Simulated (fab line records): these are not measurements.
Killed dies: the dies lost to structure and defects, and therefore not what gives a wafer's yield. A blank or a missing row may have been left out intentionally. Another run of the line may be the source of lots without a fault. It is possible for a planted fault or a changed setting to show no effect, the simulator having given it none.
Comparing a struck lot with a sound one ; flow sky130 ; 17 out of 708 route steps
Sound: these wafers, L561.1, L561.3, L561.6. Wafers L568.2, L568.4, L568.5 were the ones struck. The cause comes at the end.
At each step with rows: each side's tool, then ch and its chambers, then its first start. Under that, the readings that differ: sound wafers ; struck wafers ; difference of the means ; sigmas: that difference in standard deviations of wafers without a fault.
alike: words and numbers the same on both sides, and readings whose means are apart by under 2 such deviations; not compared: readings that were withheld, readings missing a value for some wafer, numbers with overlapping values and no deviation given by the record, and bounds like >300 which may hide the same value.
The two part at a step that has a row with sigmas, a row that says differs or no value, or rows on one side only. Numbers that don't overlap but have no deviation are shown without sigmas and don't part them. A reading that every wafer of one side lacks parts them only if that side has two wafers or more.

SKY_VT_ADJUST_HVTR_OVL_MEAS_08:
  struck on overlay-02, day 15 11:15; sound on overlay-01, day 13 12:06
  alike: VT_ADJUST_HVTR_OVL
after that, 1 step had no rows for these wafers: SKY_VT_ADJUST_HVTR_IMPLANT_09.
SKY_VT_ADJUST_HVTR_STRIP_10: strips in O2/N2.
  sound on plasma-asher-04 ch 0,1, day 13 12:17; struck on plasma-asher-01 ch 0,1, day 15 11:26
  alike: drypump-motor-current-A, o2-flow-sccm, oes-product-au, strip-time-to-endpoint-s
  not compared: rf-hours-counter-h
SKY_VT_ADJUST_HVTR_TW_MEAS_11:
  struck on film-metro-01, day 15 11:32; sound on film-metro-01, day 13 12:23
  alike: VT_ADJUST_HVTR_TW
then, 7 steps without rows for these wafers: SKY_VT_ADJUST_PCH_DEHYDRATE_00 (time 60 s); SKY_VT_ADJUST_PCH_HMDS_01 (prime time 60 s); SKY_VT_ADJUST_PCH_COAT_02 (resist thk 3000 nm); SKY_VT_ADJUST_PCH_SOFTBAKE_03; SKY_VT_ADJUST_PCH_EXPOSE_04 (exposes mask NWM, target cd 840 nm); SKY_VT_ADJUST_PCH_PEB_05; SKY_VT_ADJUST_PCH_DEVELOP_06 (develop time 60 s).
SKY_VT_ADJUST_PCH_OVL_MEAS_07:
  struck on overlay-02, day 16 14:43; sound on overlay-02, day 14 13:41
  alike: VT_ADJUST_PCH_OVL
SKY_VT_ADJUST_PCH_IMPLANT_08:
  sound on implanter-02 ch 0, day 14 13:44; struck on implanter-02 ch 0, day 16 14:46
reading;sound;struck;difference;sigmas
dose-ions-cm2;5.001e+11 5.002e+11 4.991e+11;7.683e+11 7.676e+11 7.678e+11;+2.681e+11;+99 or more
faraday-current-uA;2.81 2.86 2.88;4.44 4.46 4.25;+1.53;+29
SKY_VT_ADJUST_PCH_STRIP_09: strips in O2/N2.
  sound on plasma-asher-03 ch 0,1, day 14 13:53; struck on plasma-asher-02 ch 0,1, day 16 14:53
  alike: drypump-motor-current-A, o2-flow-sccm, oes-product-au, strip-time-to-endpoint-s
  not compared: rf-hours-counter-h
SKY_VT_ADJUST_PCH_TW_MEAS_10:
  struck on film-metro-02, day 16 15:00; sound on film-metro-01, day 14 13:59
reading;sound;struck;difference;sigmas
VT_ADJUST_PCH_TW;143.7 143.3 143.2;158.9 158.8 158.8;+15.4;+10
then, 1 step without rows for these wafers: SKY_SONOS_TUNNEL_DEHYDRATE_00 (time 60 s).
-- record jumps: 34 days separate the struck wafers' starts on either side; left off in module SONOS_TUNNEL, taken up again in module PAD_OPEN, whose first shown step is the route's number 708 --
SKY_PAD_OPEN_PROBE_99:
  struck on prober-01, day 50 06:44; sound on prober-02, day 49 00:11
reading;sound;struck;difference;sigmas
model.etest.pfet-g5v0d10v5.r-on-ohm-um;4672 4750 4788;4632 4665 4587;-109;
model.etest.pfet_01v8_lvt.drive-ua-um;174.2 172.6 171.8;180.6 179.5 182.4;+8.0;
model.etest.pfet-g5v0d10v5.off-log10-a-um;-12.58 -13.02 -12.78;-11.43 -11.44 -11.12;+1.46;
model.etest.pfet_01v8_lvt.off-log10-a-um;-8.83 -8.841 -8.961;-7.939 -7.928 -7.874;+0.964;
model.etest.pfet-g5v0d10v5.vt-sat-v (V);-0.6337 -0.6833 -0.6719;-0.5024 -0.5234 -0.493;+0.1567;
model.etest.pfet_16v.vt-v (V);-1.122 -1.132 -1.134;-0.9915 -0.9876 -0.9875;+0.1405;
  alike: killed_at_M0_to_M3, killed_at_M4_up, killed-at-contacts, killed-at-front-end, killed-at-other, killed-dies, killed-open, killed-short
  not compared: model.etest.nfet_16v.r-on-ohm-um, model.etest.pfet-g5v0d10v5.drive-ua-um

## WHERE THEY PART
Earliest at SKY_VT_ADJUST_PCH_IMPLANT_08; latest, in this record, at SKY_VT_ADJUST_PCH_TW_MEAS_10. Later steps at which nothing parts them and some readings are alike: SKY_PAD_OPEN_PROBE_99.

WHY: the cause the simulator had injected
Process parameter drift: implanter-02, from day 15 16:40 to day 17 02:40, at SKY_VT_ADJUST_PCH_IMPLANT_08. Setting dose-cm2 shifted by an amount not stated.
